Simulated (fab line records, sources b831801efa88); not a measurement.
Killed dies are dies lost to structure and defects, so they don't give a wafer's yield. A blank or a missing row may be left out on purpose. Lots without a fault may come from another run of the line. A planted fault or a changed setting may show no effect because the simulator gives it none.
fab line records | flow sfq_line
record lots=6 wafers=18 last_day=91
route steps=325 shown M1@62 I1@73 M2@88 I2@103 M8@325
lots that met no fault: from a run of the same line without faults
start_h: hours from the record's first day to the start of the lot's first wafer shown | wait_h: hours since the lot's step before | " the same as in the row above | L1.1+2: a row that stands for several wafers | - no value, or no start given | * or withheld: withheld | < > ~ a bound
route shown NAME@n: a module of which the file shows steps, and the number in the route of the first | usual: mean/standard deviation of fault-free wafers | same: alike in all rows | chamber/n: place in a boat | sites: the reading at each site | _std_site: their standard deviation | _edge_site: outer sites' mean less inner sites' | radius_mm: how far each site lies from the wafer's centre | mask NAME#n: copy n | behind: the tool/chamber that last shaped the wafer | hold: why the lot was held/for how many hours/how that ended | device: the transistor (n, p or np) that didn't switch | end of line: the same wafers' tests at the end of the route | a step without rows: its recipe alone | killed: dies lost to structure and defects at the first sort, not the wafer's yield | map: a wafer's dies, x killed, . not, _ none there
set.NAME: the setting as run; set.NAME@STEP: as run at that earlier step | model.NAME: the simulator's own value behind a step, which no gauge read
lots at some steps of the route; a table a step, a row a wafer
services: from which hour (start_h, from the record's first day; less than 0 if before it) a tool's chamber was out of use, for how many hours, and why
## steps
# step SFQ_TRILAYER_M1_LITHO_COAT_044
# recipe resist=BARC spin_rpm=3000 resist_thk_nm=62
# step SFQ_TRILAYER_M1_LITHO_COAT_039
# recipe resist=KrF spin_rpm=3000 resist_thk_nm=600
# step SFQ_TRILAYER_M1_LITHO_SOFTBAKE_043
# recipe temp_c=withheld time_s=withheld resist=KrF
# step SFQ_TRILAYER_M1_LITHO_EXPOSE_040
# recipe mask_id=M1 na=0.6 source_shape=conventional sigma_outer=0.65 target_cd_nm=500 dose_mj=14.4
# step SFQ_TRILAYER_M1_LITHO_PEB_042
# recipe peb_temp_c=115 peb_time_s=60 resist=KrF
# step SFQ_TRILAYER_M1_LITHO_DEVELOP_041
# recipe time_s=60 resist=KrF
# step SFQ_M1_OVL_MEAS_911
# usual M1_OVL=-2/5.8
# columns lot.wafer tool chamber start_h wait_h M1_OVL[nm]
L531.2 overlay-01 - 522.99 0.1 3
L531.3 " - " " 4
L531.5 " - " " -3
L537.2 overlay-01 - 603.02 0.1 -10
L537.3 " - " " -12
L537.6 " - " " -7
L540.1 overlay-02 - 623.98 0.1 -4
L540.2 " - " " 2
L540.6 " - " " 6
L547.1 overlay-01 - 698.16 0.1 0
L547.3 " - " " -3
L547.5 " - " " -9
L548.1 overlay-01 - 706.56 0.1 -8
L548.2 " - " " -5
L548.3 " - " " -5
L549.2 overlay-01 - 716.17 0.1 -3
L549.3 " - " " -4
L549.4 " - " " -3
# step SFQ_TRILAYER_M1_BARC_OPEN_METAL_ETCH_054
# recipe mask_material=PR chemistry=O2 target_depth_nm=125 target=BARC icp_w=600 bias_w=80 pressure_mtorr=10 time_s=41.7
# step SFQ_TRILAYER_M1_ETCH_METAL_ETCH_042
# recipe target=Nb stop_on=SiO2 mask_material=PR chemistry=Cl2/Ar target_depth_nm=240 icp_w=600 bias_w=80 pressure_mtorr=10 time_s=120
# step SFQ_TRILAYER_M1_STRIP_STRIP_043
# recipe gas=O2 power_w=200 platen_temp_c=40 overash_fraction=0.65 chemistry=O2 pressure_mtorr=50
# usual drypump_motor_current_A=5.9/0.43 oes_product_au=0.997/0.0072
# columns lot.wafer tool chamber start_h wait_h drypump_motor_current_A oes_product_au rf_hours_counter_h
L531.2 rie_metal-02 1 523.20 0.1 5.6 1.011 10
L531.3 " 0 " " 6.1 0.994 -
L531.5 " 0 " " 6.1 0.989 -
L537.2 rie_metal-02 0 603.23 0.1 6.0 0.994 77
L537.3 " 1 " " 5.5 1.006 -
L537.6 " 1 " " 5.6 1.013 -
L540.1 rie_metal-01 1 624.20 0.1 5.6 0.988 84
L540.2 " 0 " " 5.4 0.990 12
L540.6 " 1 " " 5.6 0.989 -
L547.1 rie_metal-02 1 698.38 0.1 5.6 1.012 32
L547.3 " 1 " " 5.5 1.004 -
L547.5 " 0 " " 6.0 0.999 -
L548.1 rie_metal-04 0 706.78 0.1 6.5 1.004 29
L548.2 " 1 " " 6.6 1.006 34
L548.3 " 1 " " 6.6 0.995 -
L549.2 rie_metal-01 1 716.38 0.1 5.6 0.996 98
L549.3 " 0 " " 5.3 0.988 -
L549.4 " 1 " " 5.6 0.995 -
# step SFQ_TRILAYER_M1_STRIP_SOLV_CLEAN_044
# recipe chemistry=NMP temp_c=70 time_s=600
# step SFQ_TRILAYER_I1_DEP_PECVD_045
# recipe material=SiO2 temp_c=150 time_s=111.11 pressure_torr=2.4 rf_w=183.3 precursor=SiH4/N2O target_thk_nm=500
# step SFQ_TRILAYER_I1_CMP_CMP_046
# recipe material=SiO2 down_force_psi=3 platen_rpm=60 pad_velocity_m_s=0.94248
# usual motor_current_A=9.9/0.9 platen_rpm=60.00/0.038 time_to_endpoint_s=215/7
# columns lot.wafer tool chamber start_h wait_h motor_current_A platen_rpm time_to_endpoint_s model.SiO2_of_TRILAYER_I1_DEP_PECVD_045.thk_nm
L531.3 cmp-01 2 524.77 0.7 9.5 60.01 211 200.5
L531.2 " 1 526.27 2.2 9.4 59.98 214 201.5
L531.5 " 3 527.27 3.2 9.8 60.06 213 201.8
L537.3 cmp-01 0 605.08 1.0 8.6 59.93 245 150
L537.2 " 1 " " 8.8 60.01 215 200.2
L537.6 " 2 " " 9.3 60.03 221 200.8
L540.2 cmp-01 0 625.05 0.0 8.2 59.99 255 148.1
L540.1 " 1 " " 9.1 60.06 215 199.7
L540.6 " 1 627.55 2.5 8.8 59.99 216 200.2
L547.3 cmp-01 0 706.91 7.7 8.5 60.00 211 201.9
L547.1 " 3 708.41 9.2 10.0 60.01 212 202.4
L547.5 " 1 709.41 10.2 8.9 60.01 228 203
L548.1 cmp-01 1 722.41 14.8 8.9 60.04 216 201.9
L548.2 " 2 " " 9.6 60.01 218 201.5
L548.3 " 3 " " 10.7 59.97 216 201.5
L549.2 cmp-02 3 740.02 22.8 11.0 60.01 213 199.1
L549.3 " 0 " " 10.1 60.02 219 198.9
L549.4 " 2 741.52 24.3 9.9 59.97 217 198.7
# step SFQ_I1_BOW_MEAS_912
# recipe mode=bow
# usual I1_BOW=2/7.7
# columns lot.wafer tool chamber start_h wait_h I1_BOW[um]
L531.2 film_metro-02 - 527.79 1.0 -1
L531.3 " - " " -3
L531.5 " - " " 2
L537.2 film_metro-03 - 607.10 1.0 -11
L537.3 " - " " -10
L537.6 " - " " -5
L540.1 film_metro-02 - 628.05 2.0 11
L540.2 " - " " -7
L540.6 " - " " 5
L547.1 film_metro-04 - 709.91 1.0 8
L547.3 " - " " 6
L547.5 " - " " 14
L548.1 film_metro-04 - 724.91 2.0 -3
L548.2 " - " " -1
L548.3 " - " " 8
L549.2 film_metro-04 - 743.04 2.5 15
L549.3 " - " " -3
L549.4 " - " " -6
# step SFQ_TRILAYER_I1_METRO_MEASURE_047
# usual thk_nm=199.9/1.2
# columns lot.wafer tool chamber start_h wait_h thk_nm
L531.2 film_metro-02 - 528.09 0.3 201.6
L531.3 " - " " 200.5
L531.5 " - " " 201.9
L537.2 film_metro-03 - 607.40 0.3 200.3
L537.3 " - " " 150.0
L537.6 " - " " 200.7
L540.1 film_metro-02 - 628.17 0.1 199.7
L540.2 " - " " 148.2
L540.6 " - " " 200.1
L547.1 film_metro-04 - 710.03 0.1 202.6
L547.3 " - " " 202.0
L547.5 " - " " 203.1
L548.1 film_metro-04 - 725.03 0.1 201.9
L548.2 " - " " 201.6
L548.3 " - " " 201.5
L549.2 film_metro-04 - 743.34 0.3 199.2
L549.3 " - " " 199.0
L549.4 " - " " 198.6
# step SFQ_TRILAYER_I1_VIA_LITHO_COAT_054
# recipe resist=BARC spin_rpm=3000 resist_thk_nm=62
# step SFQ_TRILAYER_I1_VIA_LITHO_COAT_049
# recipe resist=KrF spin_rpm=3000 resist_thk_nm=650
# step SFQ_TRILAYER_I1_VIA_LITHO_SOFTBAKE_053
# recipe temp_c=withheld time_s=withheld resist=KrF
# step SFQ_TRILAYER_I1_VIA_LITHO_EXPOSE_050
# recipe mask_id=I1 na=0.6 source_shape=conventional sigma_outer=0.65 target_cd_nm=500 dose_mj=21.3
# step SFQ_TRILAYER_I1_VIA_LITHO_PEB_052
# recipe peb_temp_c=115 peb_time_s=60 resist=KrF
# step SFQ_TRILAYER_I1_VIA_LITHO_DEVELOP_051
# recipe time_s=60 resist=KrF
# step SFQ_I1_OVL_MEAS_913
# usual I1_OVL=3/5.7
# columns lot.wafer tool chamber start_h wait_h I1_OVL[nm]
L531.2 overlay-02 - 686.35 0.1 7
L531.3 " - " " 4
L531.5 " - " " 3
L537.2 overlay-02 - 747.37 0.1 0
L537.3 " - " " 3
L537.6 " - " " 2
L540.1 overlay-02 - 759.41 0.1 4
L540.2 " - " " 2
L540.6 " - " " 3
L547.1 overlay-01 - 824.33 0.1 9
L547.3 " - " " 8
L547.5 " - " " 10
L548.1 overlay-02 - 845.83 0.1 6
L548.2 " - " " 15
L548.3 " - " " 10
L549.2 overlay-01 - 871.03 0.1 6
L549.3 " - " " 2
L549.4 " - " " 0
# step SFQ_TRILAYER_I1_VIA_BARC_OPEN_VIA_ETCH_071
# recipe mask_material=PR chemistry=O2 target_depth_nm=125 target=BARC source_w=500 bias_w=80 pressure_mtorr=30 time_s=41.7
# step SFQ_TRILAYER_I1_VIA_ETCH_VIA_ETCH_052
# recipe target=SiO2 stop_on=Nb mask_material=PR taper_deg=20 chemistry=CHF3 target_depth_nm=260 source_w=500 bias_w=80 pressure_mtorr=30 time_s=withheld
# usual drypump_motor_current_A=5.6/0.42 oes_product_au=0.854/0.0055
# columns lot.wafer tool chamber start_h wait_h drypump_motor_current_A oes_product_au model.etch.depth_nm model.I1.feature_depth_nm
L531.2 rie_diel-01 0 686.42 0.0 6.3 0.861 201.5 201.5
L531.3 " 1 " " 5.4 0.852 200.5 200.5
L531.5 " 3 " " 5.4 0.853 201.8 201.8
L537.2 rie_diel-03 3 747.44 0.0 5.8 0.854 200.2 200.2
L537.3 " 1 " " 5.6 0.732 150 150
L537.6 " 1 " " 5.6 0.861 200.8 200.8
L540.1 rie_diel-04 0 759.48 0.0 5.4 0.853 199.7 199.7
L540.2 " 1 " " 6.2 0.740 148.1 148.1
L540.6 " 0 " " 5.5 0.856 200.2 200.2
L547.1 rie_diel-03 2 824.41 0.0 4.7 0.867 202.4 202.4
L547.3 " 0 " " 5.6 0.865 201.9 201.9
L547.5 " 0 " " 5.6 0.860 203 203
L548.1 rie_diel-03 0 845.90 0.0 5.6 0.859 201.9 201.9
L548.2 " 2 " " 4.7 0.854 201.5 201.5
L548.3 " 1 " " 5.6 0.853 201.5 201.5
L549.2 rie_diel-03 0 871.10 0.0 5.6 0.850 199.1 199.1
L549.3 " 3 " " 5.7 0.852 198.9 198.9
L549.4 " 2 " " 4.7 0.849 198.7 198.7
# step SFQ_TRILAYER_I1_VIA_STRIP_STRIP_053
# recipe gas=O2 power_w=200 platen_temp_c=40 overash_fraction=0.65 chemistry=O2 pressure_mtorr=50
# usual drypump_motor_current_A=5.9/0.34 oes_product_au=1.001/0.0077
# columns lot.wafer tool chamber start_h wait_h drypump_motor_current_A oes_product_au rf_hours_counter_h
L531.2 rie_metal-03 0 686.53 - 6.3 1.000 80
L531.3 " 0 " " 6.3 1.003 -
L531.5 " 0 " " 6.4 0.995 -
L537.2 rie_metal-01 0 747.55 - 5.4 0.984 31
L537.3 " 1 " " 5.6 1.004 -
L537.6 " 1 " " 5.6 0.994 -
L540.1 rie_metal-01 0 759.60 - 5.4 0.988 33
L540.2 " 1 " " 5.6 1.004 106
L540.6 " 1 " " 5.6 0.997 -
L547.1 rie_metal-03 1 824.52 - 6.1 1.002 86
L547.3 " 0 " " 6.3 1.000 -
L547.5 " 0 " " 6.3 1.003 -
L548.1 rie_metal-01 0 846.02 - 5.4 0.999 44
L548.2 " 1 " " 5.6 1.001 116
L548.3 " 1 " " 5.6 1.010 -
L549.2 rie_metal-01 0 871.42 - 5.4 0.993 -
L549.3 " 0 " " 5.3 0.983 -
L549.4 " 0 " " 5.4 0.979 -
# step SFQ_TRILAYER_I1_VIA_STRIP_SOLV_CLEAN_054
# recipe chemistry=NMP temp_c=70 time_s=600
# step SFQ_TRILAYER_M2_DEP_PRE_CLEAN_056
# recipe gas=Ar time_s=22.5 bias_v=250
# columns lot.wafer tool chamber start_h wait_h model.SiO2_of_TRILAYER_I1_DEP_PECVD_045.thk_nm
L531.2 pvd_sputter-04 - 687.31 0.0 194
L531.3 " - " " 193
L531.5 " - " " 194.3
L537.2 pvd_sputter-04 - 748.50 0.0 192.7
L537.3 " - " " 142.5
L537.6 " - " " 193.3
L540.1 pvd_sputter-04 - 760.37 0.0 192.2
L540.2 " - " " 140.6
L540.6 " - " " 192.7
L547.1 pvd_sputter-03 - 825.30 0.0 194.9
L547.3 " - " " 194.4
L547.5 " - " " 195.5
L548.1 pvd_sputter-04 - 846.79 0.0 194.4
L548.2+3 " - " " 194
L549.2 pvd_sputter-03 - 872.59 0.0 191.6
L549.3 " - " " 191.4
L549.4 " - " " 191.2
# step SFQ_TRILAYER_M2_DEP_SPUTTER_055
# recipe material=Nb base_pressure_pa=1.33e-06 chamber_pressure_pa=0.1333 substrate_temp_c=20 resputter_cathode_voltage_v=400 target_thk_nm=200 power_w=2000 time_s=133.3
# usual throttle_valve_pct=30.4/1
# columns lot.wafer tool chamber start_h wait_h throttle_valve_pct
L531.2 pvd_sputter-04 - 687.34 0.0 30.8
L531.3 " - " " 31.9
L531.5 " - " " 29.3
L537.2 pvd_sputter-04 - 748.53 0.0 30.7
L537.3 " - " " 29.6
L537.6 " - " " 31.1
L540.1 pvd_sputter-04 - 760.40 0.0 29.7
L540.2 " - " " 31.6
L540.6 " - " " 29.3
L547.1 pvd_sputter-03 - 825.33 0.0 29.6
L547.3 " - " " 31.8
L547.5 " - " " 29.0
L548.1 pvd_sputter-04 - 846.82 0.0 31.9
L548.2 " - " " 31.1
L548.3 " - " " 30.8
L549.2 pvd_sputter-03 - 872.63 0.0 29.8
L549.3 " - " " 31.4
L549.4 " - " " 29.3
# step SFQ_M2_RS_MEAS_914
# recipe thk_meas_gauge=four-point-probe reads=Nb_of_TRILAYER_M2_DEP_SPUTTER_055
# usual M2_NB_RS=0.892/0.0076
# columns lot.wafer tool chamber start_h wait_h M2_NB_RS[ohm/sq]
L531.2 film_metro-01 - 687.45 0.1 0.888
L531.3 " - " " 0.895
L531.5 " - " " 0.900
L537.2 film_metro-04 - 748.64 0.1 0.866
L537.3 " - " " 0.875
L537.6 " - " " 0.870
L540.1 film_metro-04 - 760.49 0.0 0.895
L540.2 " - " " 0.903
L540.6 " - " " 0.902
L547.1 film_metro-01 - 825.42 0.0 0.884
L547.3 " - " " 0.891
L547.5 " - " " 0.884
L548.1 film_metro-04 - 846.91 0.0 0.888
L548.2 " - " " 0.895
L548.3 " - " " 0.892
L549.2 film_metro-03 - 872.75 0.1 0.888
L549.3 " - " " 0.894
L549.4 " - " " 0.893
# step SFQ_TRILAYER_M2_LITHO_COAT_062
# recipe resist=BARC spin_rpm=3000 resist_thk_nm=62
# step SFQ_TRILAYER_M2_LITHO_COAT_057
# recipe resist=KrF spin_rpm=3000 resist_thk_nm=600
# step SFQ_TRILAYER_M2_LITHO_SOFTBAKE_061
# recipe temp_c=withheld time_s=withheld resist=KrF
# step SFQ_TRILAYER_M2_LITHO_EXPOSE_058
# recipe mask_id=M2 na=0.6 source_shape=conventional sigma_outer=0.65 target_cd_nm=500 dose_mj=14.4
# step SFQ_TRILAYER_M2_LITHO_PEB_060
# recipe peb_temp_c=115 peb_time_s=60 resist=KrF
# step SFQ_TRILAYER_M2_LITHO_DEVELOP_059
# recipe time_s=60 resist=KrF
# step SFQ_M2_OVL_MEAS_916
# usual M2_OVL=-4/6.1
# columns lot.wafer tool chamber start_h wait_h M2_OVL[nm]
L531.2 overlay-02 - 799.14 0.1 -11
L531.3 " - " " -11
L531.5 " - " " -11
L537.2 overlay-01 - 875.83 0.1 -8
L537.3 " - " " -5
L537.6 " - " " -4
L540.1 overlay-01 - 892.43 0.1 -6
L540.2 " - " " -6
L540.6 " - " " -2
L547.1 overlay-01 - 975.08 0.1 -9
L547.3 " - " " -14
L547.5 " - " " -11
L548.1 overlay-01 - 996.68 0.1 -4
L548.2 " - " " 0
L548.3 " - " " -8
L549.2 overlay-02 - 1023.89 0.1 -10
L549.3 " - " " -2
L549.4 " - " " -6
# step SFQ_TRILAYER_M2_BARC_OPEN_METAL_ETCH_077
# recipe mask_material=PR chemistry=O2 target_depth_nm=125 target=BARC icp_w=600 bias_w=80 pressure_mtorr=10 time_s=41.7
# usual drypump_motor_current_A=6.0/0.46 oes_product_au=0.685/0.0043
# columns lot.wafer tool chamber start_h wait_h drypump_motor_current_A oes_product_au rf_hours_counter_h
L531.2 rie_metal-01 1 799.17 0.0 5.6 0.681 111
L531.3 " 1 " " 5.6 0.692 -
L531.5 " 0 " " 5.4 0.681 -
L537.2 rie_metal-03 1 875.86 0.0 6.1 0.685 92
L537.3 " 1 " " 6.1 0.688 -
L537.6 " 0 " " 6.4 0.685 -
L540.1 rie_metal-04 1 892.47 0.0 6.6 0.684 57
L540.2 " 0 " " 6.4 0.687 54
L540.6 " 0 " " 6.5 0.686 -
L547.1 rie_metal-03 0 975.12 0.0 6.3 0.685 120
L547.3 " 1 " " 6.1 0.692 -
L547.5 " 1 " " 6.1 0.676 -
L548.1 rie_metal-01 1 996.72 0.0 5.6 0.687 133
L548.2 " 0 " " 5.4 0.683 66
L548.3 " 0 " " 5.4 0.688 -
L549.2 rie_metal-01 0 1023.94 0.0 5.3 0.681 -
L549.3 " 0 " " 5.3 0.688 -
L549.4 " 0 " " 5.4 0.687 -
# step SFQ_TRILAYER_M2_ETCH_METAL_ETCH_060
# recipe target=Nb stop_on=SiO2 mask_material=PR chemistry=Cl2/Ar target_depth_nm=240 icp_w=600 bias_w=80 pressure_mtorr=10 time_s=120
# step SFQ_TRILAYER_M2_STRIP_STRIP_061
# recipe gas=O2 power_w=200 platen_temp_c=40 overash_fraction=0.65 chemistry=O2 pressure_mtorr=50
# step SFQ_TRILAYER_M2_STRIP_SOLV_CLEAN_062
# recipe chemistry=NMP temp_c=70 time_s=600
# step SFQ_TRILAYER_I2_DEP_PECVD_063
# recipe material=SiO2 temp_c=150 time_s=111.11 pressure_torr=2.4 rf_w=183.3 precursor=SiH4/N2O target_thk_nm=500
# usual heater_power_w=92/15 susceptor_temp_C=149.99/0.15 throttle_valve_pct=24.2/1.1
# columns lot.wafer tool chamber start_h wait_h heater_power_w since_wet_clean_h susceptor_temp_C throttle_valve_pct
L531.2 pecvd-02 0 800.14 0.0 102 222 150.01 22.8
L531.3 " 2 " " 110 222 150.06 24.3
L531.5 " 2 " " 92 - 150.10 24.2
L537.2 pecvd-01 0 877.00 0.0 102 669 150.36 25.1
L537.3 " 1 " " 104 669 150.14 25.2
L537.6 " 2 " " 107 - 150.20 24.4
L540.1 pecvd-03 2 893.69 0.0 65 1438 150.14 25.1
L540.2 " 0 " " 101 1438 150.24 25.5
L540.6 " 0 " " 104 - 150.22 25.4
L547.1 pecvd-03 0 976.08 0.0 97 29 150.02 22.5
L547.3 " 2 " " 67 29 149.90 23.1
L547.5 " 0 " " 102 - 150.02 22.3
L548.1 pecvd-02 0 997.68 0.0 105 420 149.95 22.9
L548.2 " 2 " " 112 420 149.92 24.5
L548.3 " 1 " " 92 420 150.07 24.0
L549.2 pecvd-03 2 1025.67 0.0 64 78 149.99 23.3
L549.3 " 0 " " 115 78 149.90 22.9
L549.4 " 0 " " 89 - 149.86 22.9
# step SFQ_M8_BOW_MEAS_951
# recipe mode=bow
# usual M8_BOW=9/9.5
# columns lot.wafer tool chamber start_h wait_h M8_BOW[um] model.etest.i1.link_ohm
L531.2 film_metro-04 - 1991.97 0.0 1 1.968
L531.3 " - " " 2 1.98
L531.5 " - " " 6 1.98
L537.2 film_metro-02 - 2128.63 0.0 -13 1.919
L537.3 " - " " -12 1.89
L537.6 " - " " -7 1.92
L540.1 film_metro-04 - 2133.40 0.0 21 1.968
L540.2 " - " " 4 1.925
L540.6 " - " " 15 1.973
L547.1 film_metro-01 - 2175.11 0.0 19 1.969
L547.3 " - " " 18 1.972
L547.5 " - " " 24 1.965
L548.1 film_metro-01 - 2176.14 0.0 4 1.944
L548.2 " - " " 9 1.952
L548.3 " - " " 18 1.945
L549.2 film_metro-01 - 2177.53 0.0 20 1.952
L549.3 " - " " 0 1.962
L549.4 " - " " -2 1.958
## services
# columns tool chamber start_h hours kind
rie_metal-03 - 503.94 1.2 repair
rie_diel-03 - 532.57 1.5 repair
pvd_sputter-03 - 549.10 2.4 repair
pvd_sputter-04 - 550.81 24.6 repair
pvd_sputter-03 - 563.06 2.6 repair
cmp-01 - 566.72 1.2 repair
cmp-01 - 577.93 1.1 repair
rie_diel-03 - 595.66 1.0 repair
rie_metal-03 0 598.50 10.8 repair
rie_diel-03 - 624.75 2.7 repair
rie_diel-03 3 625.39 16.8 repair
rie_metal-03 1 634.60 9.3 repair
pvd_sputter-03 - 696.18 2.8 repair
rie_metal-01 0 738.82 4.2 repair
cmp-01 - 751.91 4.0 pm
rie_diel-03 1 752.91 4.6 repair
cmp-01 - 797.91 6.0 pm
cmp-01 - 803.13 3.0 repair
rie_metal-01 1 823.59 1.6 repair
cmp-01 - 854.21 0.6 repair
rie_metal-01 1 856.89 16.7 repair
cmp-01 - 971.03 1.0 repair
cmp-01 - 978.07 4.9 pm
cmp-01 - 1008.79 5.6 repair
## key
first_sign step=SFQ_TRILAYER_I1_CMP_CMP_046 reading=time_to_endpoint_s direction=up sigmas=5.1 usual=* struck=*
effect step=SFQ_TRILAYER_I1_METRO_MEASURE_047 reading=thk_nm direction=down sigmas=43 usual=199.9 struck=149.1
effect step=SFQ_TRILAYER_I1_VIA_ETCH_VIA_ETCH_052 reading=oes_product_au direction=down sigmas=21 usual=0.854 struck=0.736
model_effect step=SFQ_TRILAYER_I1_CMP_CMP_046 value=SiO2_of_TRILAYER_I1_DEP_PECVD_045.thk_nm without=199.1 struck=149.1
model_effect step=SFQ_TRILAYER_I1_VIA_ETCH_VIA_ETCH_052 value=etch.depth_nm without=199.1 struck=149.1
model_effect step=SFQ_TRILAYER_M2_DEP_PRE_CLEAN_056 value=SiO2_of_TRILAYER_I1_DEP_PECVD_045.thk_nm without=191.6 struck=141.6
model_effect step=SFQ_M8_BOW_MEAS_951 value=etest.i1.link_ohm without=1.953 struck=1.907
met_at SFQ_TRILAYER_I1_CMP_CMP_046
struck_wafers L537.3,L540.2
fault kind=process_parameter_drift tool=cmp-01 chamber=0 onset_h=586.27 steps=SFQ_TRILAYER_I1_CMP_CMP_046 channel=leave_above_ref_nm offset=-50 shape=step end_h=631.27 acts_in=these_recipes_only stated=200
